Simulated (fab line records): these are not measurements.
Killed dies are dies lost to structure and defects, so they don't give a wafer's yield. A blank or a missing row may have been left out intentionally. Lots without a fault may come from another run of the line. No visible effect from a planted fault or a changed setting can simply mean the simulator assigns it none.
Which tool is to blame? + flow gf180mcu + 12 lots, 36 wafers sampled, at 6 steps of a route of 602

== WHAT THE GAUGES SHOWED, per wafer ==
GF_VT_IMPLANT_RS_MEAS_49: uses a four-point probe to measure. Usual: for MVPSD_RS the level is 1169 ohm/sq and the standard deviation is 3.2.
| lot  | measured     | on            | MVPSD_RS (ohm/sq)             | flag |
|------|--------------|---------------|-------------------------------|------|
| L533 | day 7 19:57  | film-metro-02 | 1167 1167 1166                |      |
| L534 | day 8 03:40  | film-metro-02 | 1166 1168 1169                |      |
| L535 | day 8 09:08  | film-metro-04 | 1169 1169 1171                |      |
| L537 | day 9 00:44  | film-metro-02 | 1168 1162 1167                |      |
| L539 | day 9 13:11  | film-metro-04 | 1170 1166 1169                |      |
| L544 | day 10 23:55 | film-metro-02 | 1213 1212 1209 1212 1210 1210 | OFF  |
| L545 | day 11 05:19 | film-metro-02 | 1167 1167 1166                |      |
| L546 | day 11 13:08 | film-metro-01 | 1214 1211 1211 1213 1213 1209 | OFF  |
| L547 | day 11 19:44 | film-metro-04 | 1167 1165 1165                |      |
| L550 | day 12 17:04 | film-metro-01 | 1173 1173 1175                |      |
| L554 | day 13 17:08 | film-metro-01 | 1165 1169 1168                |      |
| L555 | day 14 05:37 | film-metro-04 | 1168 1169 1168                |      |

GF_V2_RS_MEAS_24: uses a four-point probe to measure. Usual: for V2_W_RS the level is 0.328 ohm/sq and the standard deviation is 0.0034.
| lot  | measured     | on            | V2_W_RS (ohm/sq)  | flag |
|------|--------------|---------------|-------------------|------|
| L533 | day 20 12:14 | film-metro-01 | 0.329 0.328 0.330 |      |
| L534 | day 21 00:17 | film-metro-04 | 0.323 0.325 0.324 |      |
| L535 | day 21 06:59 | film-metro-01 | 0.323 0.328 0.329 |      |
| L537 | day 22 06:34 | film-metro-01 | 0.327 0.330 0.326 |      |
| L539 | day 23 00:19 | film-metro-04 | 0.328 0.331 0.327 |      |
| L544 | day 24 21:25 | film-metro-02 | 0.322 0.323 0.324 |      |
| L545 | day 25 01:03 | film-metro-04 | 0.327 0.327 0.330 |      |
| L546 | day 25 06:33 | film-metro-04 | 0.325 0.323 0.327 |      |
| L547 | day 25 21:56 | film-metro-01 | 0.331 0.330 0.332 |      |
| L550 | day 26 20:49 | film-metro-04 | 0.326 0.327 0.332 |      |
| L554 | day 27 22:04 | film-metro-02 | 0.327 0.330 0.328 |      |
| L555 | day 28 05:02 | film-metro-02 | 0.328 0.329 0.330 |      |

== WHAT TOOL EACH LOT RAN ON (gives the tool, then ch and the chambers of the sampled wafers, and finally the start) ==
| lot  | GF_MVPSD_IMPLANT_09             | GF_VT_IMPLANT_RTA_45             | GF_VT_IMPLANT_WET_ETCH_50       | GF_V2_CVD_23                  |
|------|---------------------------------|----------------------------------|---------------------------------|-------------------------------|
| L533 | implanter-04 ch 0, day 5 06:07  | rtp-anneal-02 ch 0, day 7 19:29  | wet-bench-03 ch 1, day 7 20:03  | cvd-w-02 ch 0,1, day 20 12:06 |
| L534 | implanter-03 ch 0, day 5 12:38  | rtp-anneal-02 ch 0, day 8 03:13  | wet-bench-04 ch 2, day 8 03:47  | cvd-w-01 ch 0,1, day 21 00:11 |
| L535 | implanter-04 ch 0, day 5 17:56  | rtp-anneal-02 ch 0, day 8 08:40  | wet-bench-04 ch 0, day 8 09:15  | cvd-w-01 ch 0,1, day 21 06:52 |
| L537 | implanter-04 ch 0, day 6 07:49  | rtp-anneal-01 ch 0, day 9 00:17  | wet-bench-04 ch 3, day 9 00:50  | cvd-w-01 ch 0,1, day 22 06:26 |
| L539 | implanter-03 ch 0, day 6 19:17  | rtp-anneal-01 ch 0, day 9 12:44  | wet-bench-03 ch 3, day 9 13:17  | cvd-w-01 ch 0,1, day 23 00:10 |
| L544 | implanter-04 ch 0, day 8 01:44  | rtp-anneal-02 ch 0, day 10 23:27 | wet-bench-03 ch 1, day 11 03:39 | cvd-w-02 ch 0,1, day 24 21:19 |
| L545 | implanter-02 ch 0, day 8 08:33  | rtp-anneal-01 ch 0, day 11 04:46 | wet-bench-04 ch 1, day 11 05:26 | cvd-w-02 ch 0,1, day 25 00:56 |
| L546 | implanter-04 ch 0, day 8 12:36  | rtp-anneal-01 ch 0, day 11 12:40 | wet-bench-03 ch 2, day 11 15:31 | cvd-w-01 ch 0,1, day 25 06:26 |
| L547 | implanter-03 ch 0, day 8 18:55  | rtp-anneal-02 ch 0, day 11 19:17 | wet-bench-04 ch 2, day 11 19:50 | cvd-w-02 ch 0, day 25 21:49   |
| L550 | implanter-03 ch 0, day 9 13:44  | rtp-anneal-01 ch 0, day 12 16:37 | wet-bench-02 ch 1, day 12 17:11 | cvd-w-01 ch 0,1, day 26 20:42 |
| L554 | implanter-02 ch 0, day 10 11:40 | rtp-anneal-01 ch 0, day 13 16:41 | wet-bench-02 ch 0, day 13 17:14 | cvd-w-01 ch 1, day 27 21:56   |
| L555 | implanter-04 ch 0, day 10 22:54 | rtp-anneal-01 ch 0, day 14 05:10 | wet-bench-02 ch 1, day 14 05:44 | cvd-w-01 ch 0,1, day 28 04:56 |
- GF_MVPSD_IMPLANT_09
- GF_VT_IMPLANT_RTA_45: time 30 s.
- GF_VT_IMPLANT_WET_ETCH_50: etches SiO2 in dHF, target depth 20 nm, time 400 s.
- GF_V2_CVD_23: deposits W, target thk 350 nm, time 104.94 s.

== WHAT THE TOOLS THEMSELVES READ (means of the sampled wafers that have a number; where no wafer has one, the mark that the record gives instead) ==
GF_MVPSD_IMPLANT_09. Usual: dose-ions-cm2 4.999e+12, standard deviation 5.1e+09; faraday-current-uA 28.2, standard deviation 0.53.
| lot  | tool         | dose-ions-cm2 | faraday-current-uA | flag |
|------|--------------|---------------|--------------------|------|
| L533 | implanter-04 | 5.000e+12     | 28.5               |      |
| L534 | implanter-03 | 4.998e+12     | 27.8               |      |
| L535 | implanter-04 | 4.999e+12     | 27.8               |      |
| L537 | implanter-04 | 5.001e+12     | 28.0               |      |
| L539 | implanter-03 | 5.000e+12     | 28.3               |      |
| L544 | implanter-04 | 4.084e+12     | 22.7               | OFF  |
| L545 | implanter-02 | 4.997e+12     | 28.1               |      |
| L546 | implanter-04 | 4.082e+12     | 22.9               | OFF  |
| L547 | implanter-03 | 5.003e+12     | 28.6               |      |
| L550 | implanter-03 | 4.991e+12     | 29.5               |      |
| L554 | implanter-02 | 5.001e+12     | 28.2               |      |
| L555 | implanter-04 | 4.994e+12     | 27.9               |      |

GF_VT_IMPLANT_RTA_45. Usual: lamp-power-pct 31.4 %, standard deviation 2.5; wafer_temp_C_max 1054.2, standard deviation 0.94.
| lot  | tool          | lamp-power-pct (%) | wafer_temp_C_max | flag |
|------|---------------|--------------------|------------------|------|
| L533 | rtp-anneal-02 | 33.5               | 1054.1           |      |
| L534 | rtp-anneal-02 | 33.5               | 1053.6           |      |
| L535 | rtp-anneal-02 | 33.5               | 1054.0           |      |
| L537 | rtp-anneal-01 | 28.5               | 1054.7           |      |
| L539 | rtp-anneal-01 | 28.4               | 1055.8           |      |
| L544 | rtp-anneal-02 | 33.5               | 1053.4           |      |
| L545 | rtp-anneal-01 | 28.4               | 1055.4           |      |
| L546 | rtp-anneal-01 | 28.4               | 1054.7           |      |
| L547 | rtp-anneal-02 | 33.5               | 1053.7           |      |
| L550 | rtp-anneal-01 | 28.4               | 1054.8           |      |
| L554 | rtp-anneal-01 | 28.5               | 1054.1           |      |
| L555 | rtp-anneal-01 | 28.4               | 1054.0           |      |

GF_VT_IMPLANT_WET_ETCH_50. Usual: 6.3 % for bath-heat-duty-pct, sd 0.78.
| lot  | tool         | bath-heat-duty-pct (%) | flag |
|------|--------------|------------------------|------|
| L533 | wet-bench-03 | 6.4                    |      |
| L534 | wet-bench-04 | 6.7                    |      |
| L535 | wet-bench-04 | 5.4                    |      |
| L537 | wet-bench-04 | 5.0                    |      |
| L539 | wet-bench-03 | 6.8                    |      |
| L544 | wet-bench-03 | 6.7                    |      |
| L545 | wet-bench-04 | 7.2                    |      |
| L546 | wet-bench-03 | 6.0                    |      |
| L547 | wet-bench-04 | 6.6                    |      |
| L550 | wet-bench-02 | 6.7                    |      |
| L554 | wet-bench-02 | 7.6                    |      |
| L555 | wet-bench-02 | 6.6                    |      |

GF_V2_CVD_23. Usual: 876 W for heater-power-w, sd 51.
| lot  | tool     | heater-power-w (W) | flag |
|------|----------|--------------------|------|
| L533 | cvd-w-02 | 819                |      |
| L534 | cvd-w-01 | 909                |      |
| L535 | cvd-w-01 | 921                |      |
| L537 | cvd-w-01 | 919                |      |
| L539 | cvd-w-01 | 918                |      |
| L544 | cvd-w-02 | 820                |      |
| L545 | cvd-w-02 | 815                |      |
| L546 | cvd-w-01 | 923                |      |
| L547 | cvd-w-02 | 807                |      |
| L550 | cvd-w-01 | 931                |      |
| L554 | cvd-w-01 | 911                |      |
| L555 | cvd-w-01 | 939                |      |

== THE ANSWER, worked out from the rows above alone ==
Rule: lot off if the mean of its wafers having a number is beyond 3 standard deviations from the usual mean. A lot without any number at a reading at which 4 lots or more have one is off too. Any other lot the step has rows for is counted as sound. After the gauges, taken in route order, come the tools' own readings; for these a lot's mean is taken, as printed above. At the first step where some lot is off, the reading lying furthest off is the one used; lots without a number count as furthest.
Off: L544, L546, at GF_VT_IMPLANT_RS_MEAS_49 (MVPSD_RS).
A tool fits if, at a process step before that reading, it ran every lot that is off, and no sound lot after the first of them. Not tried: the gauges at GF_VT_IMPLANT_RS_MEAS_49; whatever is off there is also off at GF_MVPSD_IMPLANT_09, on other tools, and gauge error can't account for it. Of those tried, none fits.

== WHAT WAS PUT IN BY THE SIMULATOR ==
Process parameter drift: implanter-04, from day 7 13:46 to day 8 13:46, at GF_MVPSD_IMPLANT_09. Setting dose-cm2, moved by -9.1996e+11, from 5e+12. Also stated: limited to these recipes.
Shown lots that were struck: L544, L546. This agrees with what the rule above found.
